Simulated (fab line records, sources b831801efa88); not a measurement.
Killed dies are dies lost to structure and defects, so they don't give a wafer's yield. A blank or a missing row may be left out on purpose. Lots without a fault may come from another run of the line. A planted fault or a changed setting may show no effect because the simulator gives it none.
Problem report in the 8D (eight disciplines) form, filled by code | flow sky130 | the parts of the form that need people (team, actions taken, sign-off) are left out

1. THE PROBLEM
SD_N_TW at SKY_SD_N_TW_MEAS_12 reads a mean of 30 on 3 wafers of 1 lot; wafers without a fault read 3968 with a standard deviation of 23. That is -99 or more standard deviations from the usual mean.
First seen on wafer L921.1, day 29 03:38, on film_metro-03. The record holds 39 wafers of 13 lots with a number at this step. Rule for "out", or "out of limits": more than 4 standard deviations from the usual mean. The other wafers with a number count as sound.

2. WHAT IT IS AND WHAT IT IS NOT
question                    | is                     | is not
which readings at this step | SD_N_TW                | -
which lots                  | L921                   | L918, L919, L920, L922, L933, L934, L935, L936, L937, L938, L939, L940
which wafers of those lots  | all that have a number | -
read on which gauges        | film_metro-03          | film_metro-02, film_metro-04
when                        | from day 29 03:38      | up to then (9 sound wafers); but 27 sound wafers of L922, L933, L934, L935, L936, L937, L938, L939, L940 came after

3. SUSPECTS, AND WHAT RULES EACH OUT
Counting: a tool at a process step up to the reading stays a suspect if it ran every lot that is out and no sound lot after the first of them.
- the gauge at SKY_SD_N_TW_MEAS_12: ruled out. All the wafers that are out were read on film_metro-03, but those of them that SKY_RES_XHIGH_STRIP_08 has rows for are out there too, on other tools.
- plasma_asher-03 at SKY_RES_XHIGH_STRIP_08 (strips in O2/N2): ruled out as a lasting fault. Sound lots L935, L934, L939, L940 ran on it after its first lot that is out, L921 (day 27 23:16).
- plasma_asher-01 at SKY_SD_N_STRIP_11 (strips in O2/N2): ruled out as a lasting fault. Sound lots L937, L938, L940 ran on it after its first lot that is out, L921 (day 29 03:32).
Left after counting: nothing in the record.

4. THE CAUSE (what the simulator had put in)
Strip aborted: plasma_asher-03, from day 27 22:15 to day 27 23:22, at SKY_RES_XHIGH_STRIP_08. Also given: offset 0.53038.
Counting ruled it out, wrongly: the rule takes a fault to strike every lot that its tool runs from its start on, and this one did not.

5. THE CHAIN OF EFFECTS, in route order
Each row: a reading whose mean over the struck wafers that have a number lies more than 3 standard deviations from the usual. Only readings for which the record gives a usual standard deviation are gone through. hours: the time from each lot's start at the first step in this table that gives one to its start at this step, as a median over the lots. sigmas: the change in usual standard deviations.
hours | step                   | reading                  | usual      | on struck wafers | change | sigmas
0     | SKY_RES_XHIGH_STRIP_08 | oes_product_au           | 0.711 a.u. | 0.937            | +0.226 | +47
28    | SKY_SD_N_STRIP_11      | oes_product_au           | 0.528 a.u. | 0.555            | +0.027 | +6.1
28    | SKY_SD_N_STRIP_11      | strip_time_to_endpoint_s | 22.67 s    | 26.83            | +4.16  | +99 or more
28    | SKY_SD_N_TW_MEAS_12    | SD_N_TW                  | 3968       | 30               | -3938  | -99 or more
The process steps in it:
- SKY_RES_XHIGH_STRIP_08: strips in O2/N2.
- SKY_SD_N_STRIP_11: strips in O2/N2.
Readings that are blank on the struck wafers while sound wafers have them: strip_time_to_endpoint_s at SKY_RES_XHIGH_STRIP_08.

6. WHAT WOULD HAVE CAUGHT IT SOONER
In this record the first reading out of limits at a measuring or inspecting step was taken at day 29 03:38, 29 hours after the fault began at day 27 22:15.
The tool's own readings at SKY_RES_XHIGH_STRIP_08 were out on every struck wafer that the step has a row for (oes_product_au): an alarm limit on them would have fired on the first of those.
